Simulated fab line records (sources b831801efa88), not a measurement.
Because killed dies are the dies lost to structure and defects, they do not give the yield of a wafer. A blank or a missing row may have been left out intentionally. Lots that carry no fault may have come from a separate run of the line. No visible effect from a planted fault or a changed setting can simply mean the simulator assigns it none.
Tool commonality check + flow sky130 + 10 lots and 33 wafers in the sample

## REASON FOR OPENING
1 of 10 lots carry a flag on the reading LDD_P_TW at SKY_LDD_P_TW_MEAS_11. No-fault wafers: 641, standard deviation 9.8.
Rule: a lot is flagged in two cases, either no wafer of it has a number, or all its wafers with numbers fall more than 4 standard deviations from that mean. All remaining lots are regarded as sound.

| lot  | measured     | on            | LDD_P_TW, wafer by wafer | flag    |
|------|--------------|---------------|--------------------------|---------|
| L998 | day 19 17:59 | film_metro-01 | 648 652 652              |         |
| L999 | day 20 02:14 | film_metro-02 | 640 638 638              |         |
| L103 | day 22 02:35 | film_metro-04 | 30 30 30 30 30 30        | FLAGGED |
| L104 | day 22 03:19 | film_metro-04 | 626 628 626              |         |
| L108 | day 23 13:36 | film_metro-02 | 631 633 635              |         |
| L113 | day 25 17:03 | film_metro-01 | 658 658 655              |         |
| L114 | day 25 17:25 | film_metro-02 | 635 633 635              |         |
| L115 | day 25 23:53 | film_metro-02 | 634 633 634              |         |
| L117 | day 26 09:15 | film_metro-01 | 648 647 644              |         |
| L119 | day 26 22:19 | film_metro-01 | 650 647 651              |         |
On average the flagged lots' numbers are 30, which is -611 against the usual, or -62 standard deviations.

## LOT BY LOT: THE TOOL USED
3 process steps preceding the reading are held in the record, out of 708 steps in the route. Every cell lists first the tool, next ch and the chambers used by the sampled wafers, and last the start.
| lot  | flag    | SKY_FIELD_ISO_ETCH_17           | SKY_SONOS_ONO_STRIP_17               | SKY_LDD_P_EXPOSE_04                 |
|------|---------|---------------------------------|--------------------------------------|-------------------------------------|
| L998 |         | rie_si-01 ch 0,1,3, day 2 16:16 | plasma_asher-04 ch 0,1, day 13 09:53 | iline_stepper-02 ch 0, day 19 02:43 |
| L999 |         | rie_si-01 ch 0,1,3, day 2 20:06 | plasma_asher-04 ch 0,1, day 13 17:06 | iline_stepper-01 ch 0, day 19 10:59 |
| L103 | FLAGGED | rie_si-01 ch 0,3, day 3 18:28   | plasma_asher-03 ch 0,1, day 15 04:25 | iline_stepper-01 ch 0, day 21 10:16 |
| L104 |         | rie_si-01 ch 1,2,3, day 3 21:43 | plasma_asher-03 ch 0,1, day 15 09:06 | iline_stepper-01 ch 0, day 21 11:32 |
| L108 |         | rie_si-01 ch 1,2,3, day 4 20:27 | plasma_asher-03 ch 0,1, day 16 16:13 | iline_stepper-01 ch 0, day 22 22:08 |
| L113 |         | rie_si-01 ch 0,1,2, day 6 02:31 | plasma_asher-01 ch 0,1, day 18 20:35 | iline_stepper-01 ch 0, day 25 01:35 |
| L114 |         | rie_si-02 ch 1,3, day 6 02:52   | plasma_asher-01 ch 0,1, day 18 22:13 | iline_stepper-01 ch 0, day 25 02:27 |
| L115 |         | rie_si-02 ch 0,2,3, day 6 09:04 | plasma_asher-04 ch 0,1, day 19 04:56 | iline_stepper-01 ch 0, day 25 08:30 |
| L117 |         | rie_si-02 ch 0,1,3, day 6 17:54 | plasma_asher-01 ch 0,1, day 19 15:28 | iline_stepper-01 ch 0, day 25 18:38 |
| L119 |         | rie_si-01 ch 0,3, day 7 05:27   | plasma_asher-01 ch 0,1, day 20 06:47 | iline_stepper-01 ch 0, day 26 07:28 |
These steps, and what they do:
- SKY_FIELD_ISO_ETCH_17: etches Si in HBr/Cl2/O2, target depth 342 nm, time 97.7 s.
- SKY_SONOS_ONO_STRIP_17: strips in O2/N2.
- SKY_LDD_P_EXPOSE_04: exposes mask PSDM, target cd 380 nm.
- SKY_LDD_P_TW_MEAS_11

## FLAGGED OVER TOTAL, TOOL BY TOOL (the gauges that took the reading come last)
| step                   | tool             | lots run | flagged | share of the flagged lots | sound lots run after its first flagged lot |
|------------------------|------------------|----------|---------|---------------------------|--------------------------------------------|
| SKY_FIELD_ISO_ETCH_17  | rie_si-01        | 7        | 1       | all                       | 4 (L104,L108,L113,L119)                    |
| SKY_FIELD_ISO_ETCH_17  | rie_si-02        | 3        | 0       | none                      | -                                          |
| SKY_SONOS_ONO_STRIP_17 | plasma_asher-01  | 4        | 0       | none                      | -                                          |
| SKY_SONOS_ONO_STRIP_17 | plasma_asher-03  | 3        | 1       | all                       | 2 (L104,L108)                              |
| SKY_SONOS_ONO_STRIP_17 | plasma_asher-04  | 3        | 0       | none                      | -                                          |
| SKY_LDD_P_EXPOSE_04    | iline_stepper-01 | 9        | 1       | all                       | 7 (L104,L108,L113,L114,L115,L117,L119)     |
| SKY_LDD_P_EXPOSE_04    | iline_stepper-02 | 1        | 0       | none                      | -                                          |
| SKY_LDD_P_TW_MEAS_11   | film_metro-01    | 4        | 0       | none                      | -                                          |
| SKY_LDD_P_TW_MEAS_11   | film_metro-02    | 4        | 0       | none                      | -                                          |
| SKY_LDD_P_TW_MEAS_11   | film_metro-04    | 2        | 1       | all                       | 1 (L104)                                   |

## WHAT THE TABLE ALLOWS
4 rows of the table ran every flagged lot: rie_si-01 at SKY_FIELD_ISO_ETCH_17, plasma_asher-03 at SKY_SONOS_ONO_STRIP_17, iline_stepper-01 at SKY_LDD_P_EXPOSE_04, film_metro-04 at SKY_LDD_P_TW_MEAS_11.
- rie_si-01 at SKY_FIELD_ISO_ETCH_17: 1 of its 7 lots flagged. After the first flagged lot (L104, L108, L113, L119), sound lots still ran on it; a lasting fault on the whole tool would not permit that.
- plasma_asher-03 at SKY_SONOS_ONO_STRIP_17: 1 of its 3 lots flagged. After the first flagged lot (L104, L108), sound lots still ran on it; a lasting fault on the whole tool would not permit that.
- iline_stepper-01 at SKY_LDD_P_EXPOSE_04: 1 of its 9 lots flagged. After the first flagged lot (L104, L108, L113, L114, L115, L117, L119), sound lots still ran on it; a lasting fault on the whole tool would not permit that.
- film_metro-04 at SKY_LDD_P_TW_MEAS_11: 1 of its 2 lots flagged. After the first flagged lot (L104), sound lots still ran on it; a lasting fault on the whole tool would not permit that.
Every row of the table either missed a flagged lot or ran a sound lot after the first.

## WHAT HAD BEEN PUT IN BY THE SIMULATOR
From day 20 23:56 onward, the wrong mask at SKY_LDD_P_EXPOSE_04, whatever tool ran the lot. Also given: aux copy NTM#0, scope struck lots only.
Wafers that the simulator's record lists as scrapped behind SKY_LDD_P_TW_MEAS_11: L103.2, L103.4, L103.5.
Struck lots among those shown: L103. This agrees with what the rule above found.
